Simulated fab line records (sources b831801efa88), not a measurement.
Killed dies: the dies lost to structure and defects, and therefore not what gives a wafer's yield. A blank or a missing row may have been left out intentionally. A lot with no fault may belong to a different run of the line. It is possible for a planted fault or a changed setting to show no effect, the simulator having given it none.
fab line records + flow gf180mcu
record
- lots=15
- wafers=45
- last-day=34
route steps=602 shown HV_LDD@180 M2@378 V3@443
lots with no fault: from the same line, run without faults
start-h: start of the lot's first displayed wafer, in hours after the record's first day + wait-h: time in hours since the lot's previous step + " identical to the entry in the row above + L1.1+2: one row covering several wafers at once + - value missing, or start not given + * or withheld: withheld + < > ~ a bound
route shown NAME@n: names a module that has steps shown in the file, with the first one's number in the route + usual: the fault-free wafers' mean and standard deviation + same: alike in all rows + chamber/n: place in a boat + sites: per-site readings + _std_site: how widely they spread, as a standard deviation + _edge_site: inner sites' mean taken away from outer sites' mean + radius-mm: for every site, how far away it sits from the centre of the wafer + mask NAME#n: copy n + behind: the last tool/chamber to shape the wafer + hold: why the lot went on hold/how many hours it stayed there/how the hold came to an end + device: names the non-switching transistor (n, p or np) + end of line: tests run on the same wafers once the route is complete + where a step has no rows: the recipe by itself + killed: not the wafer's yield, but the dies lost to structure and defects at the first sort + map: shows each die of a wafer: x if killed, . if not, _ if none is there
set.NAME: the setting the step ran with; set.NAME@STEP: the setting that earlier step ran with + model.NAME: the simulator's own value behind a step, which no gauge read
steps of the route over a sample of lots; a table a step, a row a wafer
services: when a tool's chamber went out of use (start-h, in hours from the record's first day, below 0 if earlier), for how many hours, and the reason
## steps
# step GF_HV_LDD_EXPOSE_04
# recipe
- mask-id=Nplus_LV_AREA
- target-cd-nm=400
- na=0.6
- source-shape=conventional
- sigma-outer=0.6
- dose-mj=140
# usual
- exposure-dose-mJ-cm2=139.97/0.15
- focus-offset-nm=0.0/0.54
- reticle-temp-C=23.00/0.1
| lot.wafer | tool             | chamber | start-h | wait-h | mask            | exposure-dose-mJ-cm2 | focus-offset-nm | reticle-temp-C |
|-----------|------------------|---------|---------|--------|-----------------|----------------------|-----------------|----------------|
| L503.4    | iline-stepper-02 | 0       | 201.60  | -      | Nplus_LV_AREA#0 | 139.85               | 0.4             | 22.76          |
| L503.5    | "                | 0       | "       | "      | Nplus_LV_AREA#0 | 139.76               | 0.0             | 23.09          |
| L503.6    | "                | 0       | "       | "      | Nplus_LV_AREA#0 | 139.95               | 0.6             | 23.01          |
| L504.4    | iline-stepper-02 | 0       | 214.65  | -      | Nplus_LV_AREA#0 | 139.79               | 0.7             | 22.87          |
| L504.5    | "                | 0       | "       | "      | Nplus_LV_AREA#0 | 139.97               | 0.0             | 22.91          |
| L504.6    | "                | 0       | "       | "      | Nplus_LV_AREA#0 | 139.99               | 0.8             | 23.04          |
| L505.2    | iline-stepper-01 | 0       | 222.02  | -      | Nplus_LV_AREA#0 | 140.00               | -1.4            | 22.81          |
| L505.3    | "                | 0       | "       | "      | Nplus_LV_AREA#0 | 140.06               | -0.9            | 22.93          |
| L505.4    | "                | 0       | "       | "      | Nplus_LV_AREA#0 | 140.11               | -0.7            | 22.93          |
| L507.1    | iline-stepper-02 | 0       | 236.96  | -      | Nplus_LV_AREA#0 | 139.77               | 0.4             | 23.06          |
| L507.4    | "                | 0       | "       | "      | Nplus_LV_AREA#0 | 139.81               | 1.3             | 23.15          |
| L507.5    | "                | 0       | "       | "      | Nplus_LV_AREA#0 | 139.82               | 0.2             | 22.97          |
| L510.3    | iline-stepper-02 | 0       | 261.23  | -      | Nplus_LV_AREA#0 | 140.08               | -0.7            | 23.07          |
| L510.5    | "                | 0       | "       | "      | Nplus_LV_AREA#0 | 140.03               | 0.1             | 22.92          |
| L510.6    | "                | 0       | "       | "      | Nplus_LV_AREA#0 | 140.08               | -0.8            | 22.89          |
| L512.1    | iline-stepper-01 | 0       | 270.10  | -      | Nplus_LV_AREA#0 | 139.76               | 0.2             | 23.22          |
| L512.3    | "                | 0       | "       | "      | Nplus_LV_AREA#0 | 139.96               | 0.5             | 23.02          |
| L512.4    | "                | 0       | "       | "      | Nplus_LV_AREA#0 | 139.88               | 0.2             | 23.14          |
| L513.1    | iline-stepper-02 | 0       | 280.75  | -      | Nplus_LV_AREA#0 | 140.09               | 0.2             | 23.09          |
| L513.3    | "                | 0       | "       | "      | Nplus_LV_AREA#0 | 139.83               | -0.4            | 23.18          |
| L513.5    | "                | 0       | "       | "      | Nplus_LV_AREA#0 | 140.04               | 0.1             | 23.08          |
| L514.3    | iline-stepper-01 | -       | 287.74  | -      | Nplus_LV_AREA#0 | -                    | -               | -              |
| L514.5    | "                | -       | "       | "      | Nplus_LV_AREA#0 | -                    | -               | -              |
| L514.6    | "                | -       | "       | "      | Nplus_LV_AREA#0 | -                    | -               | -              |
| L515.1    | iline-stepper-01 | -       | 291.39  | -      | Nplus_LV_AREA#0 | -                    | -               | -              |
| L515.4    | "                | -       | "       | "      | Nplus_LV_AREA#0 | -                    | -               | -              |
| L515.6    | "                | -       | "       | "      | Nplus_LV_AREA#0 | -                    | -               | -              |
| L516.1    | iline-stepper-01 | -       | 303.14  | -      | Nplus_LV_AREA#0 | -                    | -               | -              |
| L516.2    | "                | -       | "       | "      | Nplus_LV_AREA#0 | -                    | -               | -              |
| L516.4    | "                | -       | "       | "      | Nplus_LV_AREA#0 | -                    | -               | -              |
| L522.3    | iline-stepper-02 | 0       | 349.15  | -      | Nplus_LV_AREA#0 | 140.01               | -1.0            | 22.92          |
| L522.5    | "                | 0       | "       | "      | Nplus_LV_AREA#0 | 140.04               | -0.4            | 22.91          |
| L522.6    | "                | 0       | "       | "      | Nplus_LV_AREA#0 | 139.92               | 0.7             | 22.95          |
| L523.1    | iline-stepper-01 | 0       | 349.40  | -      | Nplus_LV_AREA#0 | 139.83               | -1.0            | 23.01          |
| L523.2    | "                | 0       | "       | "      | Nplus_LV_AREA#0 | 139.91               | -1.0            | 23.20          |
| L523.6    | "                | 0       | "       | "      | Nplus_LV_AREA#0 | 139.90               | -0.6            | 23.05          |
| L524.1    | iline-stepper-02 | 0       | 359.00  | -      | Nplus_LV_AREA#0 | 140.27               | 0.1             | 22.92          |
| L524.2    | "                | 0       | "       | "      | Nplus_LV_AREA#0 | 140.20               | -0.1            | 22.81          |
| L524.3    | "                | 0       | "       | "      | Nplus_LV_AREA#0 | 140.19               | 0.0             | 22.94          |
| L525.2    | iline-stepper-01 | 0       | 367.94  | -      | Nplus_LV_AREA#0 | 139.93               | 0.2             | 22.99          |
| L525.3    | "                | 0       | "       | "      | Nplus_LV_AREA#0 | 139.82               | 0.2             | 23.00          |
| L525.4    | "                | 0       | "       | "      | Nplus_LV_AREA#0 | 139.71               | 0.8             | 23.11          |
| L526.1    | iline-stepper-02 | 0       | 375.31  | -      | Nplus_LV_AREA#0 | 139.92               | 0.6             | 23.14          |
| L526.5    | "                | 0       | "       | "      | Nplus_LV_AREA#0 | 140.05               | 0.2             | 22.94          |
| L526.6    | "                | 0       | "       | "      | Nplus_LV_AREA#0 | 140.12               | -0.1            | 23.12          |
# step GF_M2_METAL_ETCH_16
# recipe
- chemistry=Cl2/BCl3
- mask-material=KrF
- target-depth-nm=627.5
- stop-on=SiO2
- pressure-mtorr=8
- icp-w=800
- bias-w=140
- Cl2_flow_sccm=80
- bcl3-flow-sccm=40
- time-s=104.6
# usual
- drypump-motor-current-A=5.6/0.31
- oes-product-au=0.971/0.0064
- throttle-valve-pct=28.250/0.011
| lot.wafer | tool         | chamber | start-h | wait-h | drypump-motor-current-A | oes-product-au | rf-hours-counter-h | throttle-valve-pct |
|-----------|--------------|---------|---------|--------|-------------------------|----------------|--------------------|--------------------|
| L503.4    | rie-metal-01 | 1       | 429.80  | 0.0    | 5.8                     | 0.978          | -                  | 28.242             |
| L503.5    | "            | 0       | "       | "      | 5.7                     | 0.972          | -                  | 28.230             |
| L503.6    | "            | 1       | "       | "      | 5.8                     | 0.973          | -                  | 28.238             |
| L504.4    | rie-metal-01 | 0       | 445.38  | 0.0    | 5.7                     | 0.973          | -                  | 28.236             |
| L504.5    | "            | 0       | "       | "      | 5.7                     | 0.971          | -                  | 28.262             |
| L504.6    | "            | 1       | "       | "      | 5.8                     | 0.973          | -                  | 28.251             |
| L505.2    | rie-metal-02 | 1       | 455.13  | 0.1    | 5.4                     | 0.976          | -                  | 28.230             |
| L505.3    | "            | 1       | "       | "      | 5.4                     | 0.965          | -                  | 28.234             |
| L505.4    | "            | 1       | "       | "      | 5.4                     | 0.981          | -                  | 28.245             |
| L507.1    | rie-metal-01 | 1       | 475.14  | 0.0    | 5.8                     | 0.976          | 9                  | 28.260             |
| L507.4    | "            | 0       | "       | "      | 5.7                     | 0.962          | -                  | 28.258             |
| L507.5    | "            | 0       | "       | "      | 5.7                     | 0.981          | -                  | 28.245             |
| L510.3    | rie-metal-02 | 0       | 507.68  | 0.1    | 6.1                     | 0.972          | -                  | 28.251             |
| L510.5    | "            | 1       | "       | "      | 5.4                     | 0.974          | -                  | 28.244             |
| L510.6    | "            | 0       | "       | "      | 6.1                     | 0.981          | -                  | 28.267             |
| L512.1    | rie-metal-02 | 0       | 515.09  | 0.0    | 6.1                     | 0.975          | 1                  | 28.264             |
| L512.3    | "            | 1       | "       | "      | 5.4                     | 0.971          | -                  | 28.233             |
| L512.4    | "            | 0       | "       | "      | 6.1                     | 0.973          | -                  | 28.252             |
| L513.1    | rie-metal-02 | 0       | 529.24  | 0.0    | 6.1                     | 0.968          | 2                  | 28.251             |
| L513.3    | "            | 0       | "       | "      | 6.1                     | 0.967          | -                  | 28.250             |
| L513.5    | "            | 0       | "       | "      | 6.1                     | 0.974          | -                  | 28.238             |
| L522.3    | rie-metal-01 | 1       | 598.02  | 0.1    | 5.8                     | 0.971          | -                  | 28.256             |
| L522.5    | "            | 1       | "       | "      | 5.8                     | 0.974          | -                  | 28.256             |
| L522.6    | "            | 0       | "       | "      | 5.7                     | 0.964          | -                  | 28.267             |
| L523.1    | rie-metal-01 | 0       | 603.04  | 0.0    | 5.7                     | 0.980          | 7                  | 28.242             |
| L523.2    | "            | 1       | "       | "      | 5.8                     | 0.966          | 12                 | 28.260             |
| L523.6    | "            | 0       | "       | "      | 5.7                     | 0.967          | -                  | 28.237             |
| L524.1    | rie-metal-04 | 0       | 613.26  | 0.0    | 5.4                     | 0.965          | 1                  | 28.262             |
| L524.2    | "            | 0       | "       | "      | 5.4                     | 0.961          | -                  | 28.272             |
| L524.3    | "            | 0       | "       | "      | 5.4                     | 0.968          | -                  | 28.250             |
| L525.2    | rie-metal-02 | 0       | 621.54  | 0.0    | 6.1                     | 0.960          | 4                  | 28.250             |
| L525.3    | "            | 1       | "       | "      | 5.4                     | 0.951          | -                  | 28.258             |
| L525.4    | "            | 0       | "       | "      | 6.1                     | 0.962          | -                  | 28.266             |
| L526.1    | rie-metal-02 | 0       | 628.05  | 0.0    | 6.1                     | 0.974          | 5                  | 28.235             |
| L526.5    | "            | 0       | "       | "      | 6.1                     | 0.983          | -                  | 28.244             |
| L526.6    | "            | 1       | "       | "      | 5.4                     | 0.973          | -                  | 28.245             |
# step GF_V3_CD_MEAS_14
# recipe
- target-cd-nm=260
# usual
- cd-nm=260.2/1.3
| lot.wafer | tool      | chamber | start-h | wait-h | cd-nm |
|-----------|-----------|---------|---------|--------|-------|
| L503.4    | cd-sem-02 | -       | 505.79  | 0.1    | 258.7 |
| L503.5    | "         | -       | "       | "      | 258.8 |
| L503.6    | "         | -       | "       | "      | 259.7 |
| L504.4    | cd-sem-01 | -       | 521.46  | 0.1    | 258.9 |
| L504.5    | "         | -       | "       | "      | 259.3 |
| L504.6    | "         | -       | "       | "      | 258.7 |
| L505.2    | cd-sem-01 | -       | 530.96  | 0.1    | 258.5 |
| L505.3    | "         | -       | "       | "      | 260.6 |
| L505.4    | "         | -       | "       | "      | 259.5 |
| L507.1    | cd-sem-01 | -       | 550.74  | 0.1    | 263.1 |
| L507.4    | "         | -       | "       | "      | 262.2 |
| L507.5    | "         | -       | "       | "      | 262.9 |
| L510.3    | cd-sem-02 | -       | 581.54  | 0.1    | 260.3 |
| L510.5    | "         | -       | "       | "      | 260.4 |
| L510.6    | "         | -       | "       | "      | 260.9 |
| L512.1    | cd-sem-01 | -       | 586.50  | 0.1    | 260.2 |
| L512.3    | "         | -       | "       | "      | 261.7 |
| L512.4    | "         | -       | "       | "      | 260.2 |
| L513.1    | cd-sem-01 | -       | 601.13  | 0.1    | 260.3 |
| L513.3    | "         | -       | "       | "      | 260.0 |
| L513.5    | "         | -       | "       | "      | 260.0 |
| L522.3    | cd-sem-01 | -       | 662.49  | 0.1    | 260.2 |
| L522.5    | "         | -       | "       | "      | 261.0 |
| L522.6    | "         | -       | "       | "      | 260.1 |
| L523.1    | cd-sem-02 | -       | 667.69  | 0.1    | 261.4 |
| L523.2    | "         | -       | "       | "      | 261.9 |
| L523.6    | "         | -       | "       | "      | 261.6 |
| L524.1    | cd-sem-01 | -       | 676.38  | 0.1    | 259.1 |
| L524.2    | "         | -       | "       | "      | 259.9 |
| L524.3    | "         | -       | "       | "      | 261.0 |
| L525.2    | cd-sem-02 | -       | 684.85  | 0.1    | 261.8 |
| L525.3    | "         | -       | "       | "      | 260.7 |
| L525.4    | "         | -       | "       | "      | 260.5 |
| L526.1    | cd-sem-02 | -       | 690.30  | 0.1    | 259.8 |
| L526.5    | "         | -       | "       | "      | 259.0 |
| L526.6    | "         | -       | "       | "      | 260.3 |
# step GF_V3_SPUTTER_21
# recipe
- material=Ti
- target-thk-nm=15
- chamber-pressure-pa=5
- power-w=2500
- substrate-temp-c=200
- time-s=80.02
# usual
- throttle-valve-pct=29.8/1
| lot.wafer | tool           | chamber | start-h | wait-h | throttle-valve-pct |
|-----------|----------------|---------|---------|--------|--------------------|
| L503.4    | pvd-sputter-03 | -       | 506.59  | 0.0    | 31.4               |
| L503.5    | "              | -       | "       | "      | 30.5               |
| L503.6    | "              | -       | "       | "      | 30.1               |
| L504.4    | pvd-sputter-02 | -       | 522.25  | 0.0    | 31.3               |
| L504.5    | "              | -       | "       | "      | 29.8               |
| L504.6    | "              | -       | "       | "      | 31.4               |
| L505.2    | pvd-sputter-03 | -       | 531.76  | 0.0    | 31.7               |
| L505.3    | "              | -       | "       | "      | 28.4               |
| L505.4    | "              | -       | "       | "      | 29.8               |
| L507.1    | pvd-sputter-01 | -       | 551.96  | 0.0    | 30.0               |
| L507.4    | "              | -       | "       | "      | 28.6               |
| L507.5    | "              | -       | "       | "      | 30.0               |
| L510.3    | pvd-sputter-01 | -       | 582.38  | 0.0    | 30.0               |
| L510.5    | "              | -       | "       | "      | 29.9               |
| L510.6    | "              | -       | "       | "      | 28.4               |
| L512.1    | pvd-sputter-02 | -       | 587.35  | 0.0    | 30.1               |
| L512.3    | "              | -       | "       | "      | 29.6               |
| L512.4    | "              | -       | "       | "      | 29.3               |
| L513.1    | pvd-sputter-03 | -       | 602.04  | 0.0    | 28.4               |
| L513.3    | "              | -       | "       | "      | 31.9               |
| L513.5    | "              | -       | "       | "      | 28.7               |
| L522.3    | pvd-sputter-01 | -       | 663.27  | 0.0    | 28.4               |
| L522.5    | "              | -       | "       | "      | 30.2               |
| L522.6    | "              | -       | "       | "      | 28.4               |
| L523.1    | pvd-sputter-02 | -       | 668.60  | 0.0    | 31.1               |
| L523.2    | "              | -       | "       | "      | 29.7               |
| L523.6    | "              | -       | "       | "      | 30.1               |
| L524.1    | pvd-sputter-03 | -       | 677.20  | 0.0    | 29.7               |
| L524.2    | "              | -       | "       | "      | 31.6               |
| L524.3    | "              | -       | "       | "      | 28.6               |
| L525.2    | pvd-sputter-01 | -       | 685.68  | 0.0    | 28.5               |
| L525.3    | "              | -       | "       | "      | 29.8               |
| L525.4    | "              | -       | "       | "      | 29.0               |
| L526.1    | pvd-sputter-03 | -       | 691.12  | 0.0    | 30.2               |
| L526.5    | "              | -       | "       | "      | 29.9               |
| L526.6    | "              | -       | "       | "      | 31.5               |
## services
| tool             | chamber | start-h | hours | kind   |
|------------------|---------|---------|-------|--------|
| rie-metal-01     | -       | 265.81  | 0.5   | repair |
| rie-metal-01     | 1       | 272.07  | 10.7  | repair |
| rie-metal-01     | -       | 300.60  | 2.8   | pm     |
| iline-stepper-01 | -       | 308.18  | 1.7   | pm     |
| rie-metal-01     | 0       | 308.34  | 1.0   | repair |
| iline-stepper-01 | -       | 330.32  | 2.1   | pm     |
| rie-metal-02     | 1       | 330.87  | 23.5  | repair |
| iline-stepper-02 | -       | 362.56  | 1.7   | pm     |
| iline-stepper-01 | -       | 376.87  | 1.3   | repair |
| rie-metal-01     | -       | 393.75  | 0.2   | repair |
| iline-stepper-01 | -       | 394.43  | 2.8   | repair |
| rie-metal-01     | -       | 407.56  | 14.6  | pm     |
| iline-stepper-02 | -       | 409.15  | 1.3   | repair |
| rie-metal-02     | -       | 420.06  | 2.2   | repair |
| rie-metal-01     | 1       | 477.01  | 3.0   | repair |
| rie-metal-02     | -       | 480.29  | 2.6   | repair |
| iline-stepper-01 | -       | 526.36  | 1.7   | pm     |
| pvd-sputter-03   | -       | 528.77  | 2.3   | repair |
| rie-metal-01     | -       | 535.48  | 3.0   | repair |
| iline-stepper-02 | -       | 580.73  | 1.7   | pm     |
| iline-stepper-02 | -       | 603.99  | 2.1   | pm     |
| iline-stepper-01 | -       | 620.46  | 11.2  | repair |
| rie-metal-01     | 1       | 631.94  | 7.4   | repair |
| rie-metal-02     | -       | 670.71  | 0.3   | repair |
## key
first-sign
- step=GF_HV_LDD_EXPOSE_04
- reading=tool-record
- direction=missing
effect none on later readings
met-at GF_HV_LDD_EXPOSE_04
struck-lots L514,L515,L516
later-rows-left-out L514.3,L514.5,L514.6,L515.1,L515.4,L515.6,L516.1,L516.2,L516.4
sort-left-out L514.3,L514.5,L514.6,L515.1,L515.4,L515.6,L516.1,L516.2,L516.4
tester-left-out L514,L515,L516
not-acting-at GF_M2_METAL_ETCH_16,GF_V3_CD_MEAS_14,GF_V3_SPUTTER_21
onset-between 270.10 287.74
fault
- kind=skipped-step-whole
- tool=iline-stepper-01
- chamber=-
- onset-h=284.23
- steps=GF_HV_LDD_EXPOSE_04
- scope=struck-lots-only
# tester-left-out: of these lots the tester's yield and bins aren't shown, on N5 and GAA mostly nor the transistor test; their killed dies are dies lost to structure and defects alone, not to doping, threshold or leakage, so they don't give the yield
# sort-left-out: the simulated sort isn't trusted on such a fault, so these wafers' sort isn't shown, and their yield isn't known
# later-rows-left-out: the simulator's readings of these wafers behind a module that went badly wrong aren't trusted and aren't shown, but for the sort
